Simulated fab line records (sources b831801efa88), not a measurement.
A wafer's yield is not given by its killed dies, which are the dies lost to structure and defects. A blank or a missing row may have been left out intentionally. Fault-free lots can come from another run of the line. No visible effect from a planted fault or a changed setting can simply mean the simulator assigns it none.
Which tool was responsible? | flow sky130 | 7 lots with 21 wafers sampled at 2 steps, on a route of 708 steps

WHAT THE GAUGES SHOWED, per wafer
SKY_VT_ADJUST_HVTR_CD_MEAS_07 targets a cd of 380 nm.
lot  | measured     | on       | cdNm (nm)
L584 | day 9 21:20  | cdSem-02 | 385.2 383.2 383.9
L587 | day 11 00:03 | cdSem-02 | 383.3 381.9 380.0
L589 | day 11 13:50 | cdSem-02 | 379.5 377.8 379.1
L592 | day 12 03:13 | cdSem-01 | 383.0 383.0 383.1
L596 | day 13 09:17 | cdSem-02 | - - -
L604 | day 16 00:39 | cdSem-01 | 383.0 382.0 382.9
L606 | day 16 12:27 | cdSem-01 | 382.2 380.3 381.7

TOOL THAT RAN EACH LOT (tool first, then ch and the chambers of the sampled wafers, then the start)
lot  | SKY_VT_ADJUST_HVTR_DEVELOP_06
L584 | lithoTrack-03 ch 0, day 9 21:11
L587 | lithoTrack-02 ch 0, day 10 23:54
L589 | lithoTrack-03 ch 0, day 11 13:41
L592 | lithoTrack-02 ch 0, day 12 03:04
L596 | lithoTrack-04, day 13 09:08
L604 | lithoTrack-02 ch 0, day 16 00:30
L606 | lithoTrack-02 ch 0, day 16 12:18
- SKY_VT_ADJUST_HVTR_DEVELOP_06: develop time 60 s.

THE ANSWER, worked out from the rows above alone
Rule: the lots themselves supply what counts as usual. The widest of any qualifying gaps counts: lots, ordered by their means at a reading, are off when they make up no more than a third of the lots, leave a main group of 4 or more, and stand apart from it by 3 or more times the standard deviation of that group's means. A main group is skipped when, at the precision printed for the reading in the tables above, its means are all equal. A lot without any number at a reading at which 4 lots or more have one is off too. Any other lot the step has rows for is counted as sound.
Off: L596, at SKY_VT_ADJUST_HVTR_CD_MEAS_07 (cdNm). Without a number there: L596. The main group has a mean of 381.9 nm with a standard deviation of 1.7.
If a tool, at a process step before that reading, ran all the lots that are off and no sound lot after the first of them, it fits. Gauges at SKY_VT_ADJUST_HVTR_CD_MEAS_07: tried the same way as those tools. Can't be told from this: 2 tools fit, lithoTrack-04 at SKY_VT_ADJUST_HVTR_DEVELOP_06, cdSem-02 at SKY_VT_ADJUST_HVTR_CD_MEAS_07.

WHAT THE SIMULATOR HAD PUT IN
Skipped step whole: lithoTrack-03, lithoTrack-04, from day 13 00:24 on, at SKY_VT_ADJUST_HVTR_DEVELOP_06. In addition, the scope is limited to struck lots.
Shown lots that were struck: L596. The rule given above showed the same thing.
